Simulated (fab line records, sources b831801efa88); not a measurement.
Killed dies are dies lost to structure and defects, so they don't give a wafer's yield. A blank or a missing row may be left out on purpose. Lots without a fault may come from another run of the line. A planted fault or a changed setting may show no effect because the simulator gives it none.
fab line records | flow sky130 | part 2 of 2: steps 30 to 39 of 39
record lots=5 wafers=15 last_day=50
route steps=708 shown SD_N@349 SD_P@359 RES_XHIGH@360 SALICIDE@361 LI_CONTACT@362 LOCAL_INTERCONNECT@387
lots that met no fault: from a run of the same line without faults
start_h: hours from the record's first day to the start of the lot's first wafer shown | wait_h: hours since the lot's step before | " the same as in the row above | L1.1+2: a row that stands for several wafers | - no value, or no start given | * or withheld: withheld | < > ~ a bound
route shown NAME@n: a module of which the file shows steps, and the number in the route of the first | usual: mean/standard deviation of fault-free wafers | same: alike in all rows | chamber/n: place in a boat | sites: the reading at each site | _std_site: their standard deviation | _edge_site: outer sites' mean less inner sites' | radius_mm: how far each site lies from the wafer's centre | mask NAME#n: copy n | behind: the tool/chamber that last shaped the wafer | hold: why the lot was held/for how many hours/how that ended | device: the transistor (n, p or np) that didn't switch | end of line: the same wafers' tests at the end of the route | a step without rows: its recipe alone | killed: dies lost to structure and defects at the first sort, not the wafer's yield | map: a wafer's dies, x killed, . not, _ none there
set.NAME: the setting as run; set.NAME@STEP: as run at that earlier step | model.NAME: the simulator's own value behind a step, which no gauge read
lots at some steps of the route; a table a step, a row a wafer
services: from which hour (start_h, from the record's first day; less than 0 if before it) a tool's chamber was out of use, for how many hours, and why
## steps
# step SKY_LI_CONTACT_CLEAN_17
# recipe chemistry=NMP time_s=600 temp_c=60 dry=n2_spin
# columns lot.wafer tool chamber start_h wait_h
L076.1+2+5 wet_bench-02 1 699.47 0.1
L084.4+5+6 wet_bench-01 1 759.47 0.0
L090.1+2+4 wet_bench-01 1 806.02 0.1
L092.3+4+5 wet_bench-04 2 811.21 0.0
L095.3+4+6 wet_bench-02 1 836.77 0.0
# step SKY_LI_CONTACT_PRE_CLEAN_18
# recipe gas=Ar time_s=5.6 bias_v=358
# columns lot.wafer tool chamber start_h wait_h
L076.1+2+5 pvd_sputter-02 - 699.70 0.0
L084.4+5+6 pvd_sputter-03 - 759.65 0.0
L090.1+2+4 pvd_sputter-04 - 806.20 0.0
L092.3+4+5 pvd_sputter-03 - 811.39 0.0
L095.3+4+6 pvd_sputter-04 - 836.96 0.0
# step SKY_LI_CONTACT_SPUTTER_19
# recipe material=Ti target_thk_nm=20 chamber_pressure_pa=5 power_w=2500 substrate_temp_c=200 time_s=106.37
# usual throttle_valve_pct=29.6/0.85
# columns lot.wafer tool chamber start_h wait_h throttle_valve_pct
L076.1 pvd_sputter-02 - 699.72 0.0 30.0
L076.2 " - " " 30.4
L076.5 " - " " 29.5
L084.4 pvd_sputter-03 - 759.67 0.0 30.6
L084.5 " - " " 29.8
L084.6 " - " " 28.7
L090.1 pvd_sputter-04 - 806.22 0.0 28.0
L090.2 " - " " 30.2
L090.4 " - " " 30.1
L092.3 pvd_sputter-03 - 811.41 0.0 30.4
L092.4 " - " " 28.8
L092.5 " - " " 28.9
L095.3 pvd_sputter-04 - 836.98 0.0 30.0
L095.4 " - " " 29.9
L095.6 " - " " 30.1
# step SKY_LI_CONTACT_SPUTTER_20
# recipe material=TiN target_thk_nm=20 chamber_pressure_pa=5 power_w=4000 time_s=80
# usual throttle_valve_pct=29.6/0.85
# columns lot.wafer tool chamber start_h wait_h throttle_valve_pct
L076.1 pvd_sputter-02 - 699.79 0.0 30.2
L076.2 " - " " 30.5
L076.5 " - " " 29.3
L084.4 pvd_sputter-03 - 759.74 0.0 30.8
L084.5 " - " " 29.6
L084.6 " - " " 28.8
L090.1 pvd_sputter-04 - 806.29 0.0 27.9
L090.2 " - " " 29.8
L090.4 " - " " 30.2
L092.3 pvd_sputter-03 - 811.48 0.0 30.6
L092.4 " - " " 28.5
L092.5 " - " " 28.9
L095.3 pvd_sputter-04 - 837.06 0.0 30.3
L095.4 " - " " 30.0
L095.6 " - " " 29.9
# step SKY_LI_CONTACT_CVD_21
# recipe material=W target_thk_nm=400 time_s=120.56 temp_c=400 pressure_torr=40
# usual heater_power_w=850/77
# columns lot.wafer tool chamber start_h wait_h heater_power_w
L076.1 cvd_w-01 0 699.85 0.0 798
L076.2 " 1 " " 873
L076.5 " 1 " " 876
L084.4 cvd_w-01 1 759.85 0.1 891
L084.5 " 0 " " 828
L084.6 " 1 " " 884
L090.1 cvd_w-02 0 806.35 0.0 759
L090.2 " 1 " " 946
L090.4 " 0 " " 780
L092.3 cvd_w-01 0 811.59 0.1 798
L092.4 " 1 " " 869
L092.5 " 1 " " 886
L095.3 cvd_w-01 0 837.16 0.1 793
L095.4 " 1 " " 903
L095.6 " 0 " " 820
# step SKY_LI_CONTACT_RS_MEAS_22
# recipe thk_meas_gauge=four-point-probe reads=W_of_LI_CONTACT_CVD_21+TiN_of_LI_CONTACT_SPUTTER_20+Ti_of_LI_CONTACT_SPUTTER_19
# usual LI_CONTACT_W_RS=0.284/0.0053
# columns lot.wafer tool chamber start_h wait_h LI_CONTACT_W_RS[ohm/sq]
L076.1 film_metro-04 - 699.98 0.1 0.281
L076.2 " - " " 0.283
L076.5 " - " " 0.286
L084.4 film_metro-03 - 759.99 0.1 0.285
L084.5 " - " " 0.283
L084.6 " - " " 0.282
L090.1 film_metro-03 - 806.48 0.1 0.288
L090.2 " - " " 0.291
L090.4 " - " " 0.290
L092.3 film_metro-01 - 811.71 0.1 0.274
L092.4 " - " " 0.286
L092.5 " - " " 0.284
L095.3 film_metro-04 - 837.28 0.1 0.283
L095.4 " - " " 0.285
L095.6 " - " " 0.280
# step SKY_LI_CONTACT_THK_MEAS_23
# recipe thk_meas_gauge=xrf reads=W_of_LI_CONTACT_CVD_21
# usual LI_CONTACT_W_THK=393/7.8
# columns lot.wafer tool chamber start_h wait_h LI_CONTACT_W_THK[nm]
L076.1 film_metro-04 - 700.10 0.1 405
L076.2 " - " " 400
L076.5 " - " " 398
L084.4 film_metro-03 - 760.08 0.1 386
L084.5 " - " " 390
L084.6 " - " " 392
L090.1 film_metro-03 - 806.60 0.1 386
L090.2 " - " " 381
L090.4 " - " " 379
L092.3 film_metro-01 - 811.81 0.1 405
L092.4 " - " " 386
L092.5 " - " " 391
L095.3 film_metro-04 - 837.38 0.1 398
L095.4 " - " " 393
L095.6 " - " " 401
# step SKY_LI_CONTACT_CMP_24
# recipe stop_on=PSG t_overpolish_s=20 down_force_psi=3.5 platen_rpm=60 target_thk_nm=0 pad_velocity_m_s=0.94248
# usual motor_current_A=10.3/0.7 overpolish_run_s=20.000/0.0088 time_to_endpoint_s=95/4.9
# same t_overpolish_s=20
# columns lot.wafer tool chamber start_h wait_h motor_current_A overpolish_run_s time_to_endpoint_s
L076.1 cmp-02 3 700.21 0.1 9.5 20.015 101
L076.2 " 1 " " 11.0 19.996 94
L076.5 " 3 " " 9.5 19.991 100
L084.4 cmp-02 1 760.21 0.1 10.8 20.002 95
L084.5 " 3 " " 9.2 20.021 98
L084.6 " 0 " " 9.5 20.001 104
L090.4 cmp-01 0 806.71 0.1 9.9 19.988 87
L090.2 " 1 " " 11.0 20.009 93
L090.1 " 2 " " 10.4 20.001 93
L092.4 cmp-01 2 811.90 0.1 10.1 20.001 95
L092.3 " 0 " " 10.4 20.010 96
L092.5 " 2 " " 10.8 19.992 92
L095.4 cmp-01 2 837.42 0.0 10.1 20.000 94
L095.3 " 0 " " 10.7 19.994 88
L095.6 " 2 " " 10.1 20.011 93
# step SKY_LOCAL_INTERCONNECT_SPUTTER_00
# recipe material=TiN target_thk_nm=100 temp_c=300 power_w=6500 time_s=83.3 chamber_pressure_pa=0.4
# usual throttle_valve_pct=29.8/0.67
# columns lot.wafer tool chamber start_h wait_h throttle_valve_pct
L076.1 pvd_sputter-01 - 700.46 0.2 30.0
L076.2 " - " " 28.9
L076.5 " - " " 29.2
L084.4 pvd_sputter-01 - 760.41 0.1 29.2
L084.5 " - " " 29.0
L084.6 " - " " 29.2
L090.1 pvd_sputter-02 - 806.96 0.1 30.8
L090.2 " - " " 29.4
L090.4 " - " " 31.0
L092.3 pvd_sputter-01 - 812.15 0.1 28.9
L092.4 " - " " 29.7
L092.5 " - " " 29.7
L095.3 pvd_sputter-01 - 837.75 0.2 29.9
L095.4 " - " " 29.0
L095.6 " - " " 30.1
# step SKY_LOCAL_INTERCONNECT_RS_MEAS_01
# recipe thk_meas_gauge=four-point-probe reads=TiN_of_LOCAL_INTERCONNECT_SPUTTER_00
# usual LOCAL_INTERCONNECT_TIN_RS=14.20/0.14
# columns lot.wafer tool chamber start_h wait_h LOCAL_INTERCONNECT_TIN_RS[ohm/sq]
L076.1 film_metro-01 - 700.52 0.0 14.13
L076.2 " - " " 14.24
L076.5 " - " " 14.25
L084.4 film_metro-03 - 760.53 0.1 14.06
L084.5 " - " " 14.14
L084.6 " - " " 14.12
L090.1 film_metro-02 - 807.02 0.0 14.08
L090.2 " - " " 14.18
L090.4 " - " " 14.18
L092.3 film_metro-01 - 812.25 0.1 14.39
L092.4 " - " " 14.27
L092.5 " - " " 14.29
L095.3 film_metro-01 - 837.85 0.1 14.12
L095.4 " - " " 14.19
L095.6 " - " " 14.14
## services
# columns tool chamber start_h hours kind
plasma_asher-03 - 648.26 14.6 pm
rie_diel-03 1 651.53 5.1 repair
rie_diel-03 - 660.29 4.3 pm
pvd_sputter-03 - 668.58 9.7 repair
cmp-02 - 669.01 8.9 pm
wet_bench-02 - 682.41 2.8 repair
cvd_w-01 - 682.67 1.3 repair
cmp-01 - 683.61 2.3 repair
cmp-02 - 693.93 4.3 repair
pvd_sputter-04 - 696.44 0.6 repair
implanter-04 - 713.94 1.1 repair
rie_diel-03 2 714.51 40.5 repair
pvd_sputter-03 - 719.28 15.5 repair
pvd_sputter-01 - 726.07 4.4 repair
pvd_sputter-01 - 729.41 4.2 repair
pvd_sputter-02 - 738.38 4.9 repair
cmp-02 - 742.26 0.5 repair
cmp-02 - 744.00 4.0 pm
implanter-01 - 745.10 0.7 repair
implanter-01 - 771.59 4.6 pm
implanter-01 - 797.45 0.6 repair
cmp-02 - 808.72 0.5 repair
rie_diel-03 0 810.73 6.6 repair
implanter-01 - 817.00 0.8 repair
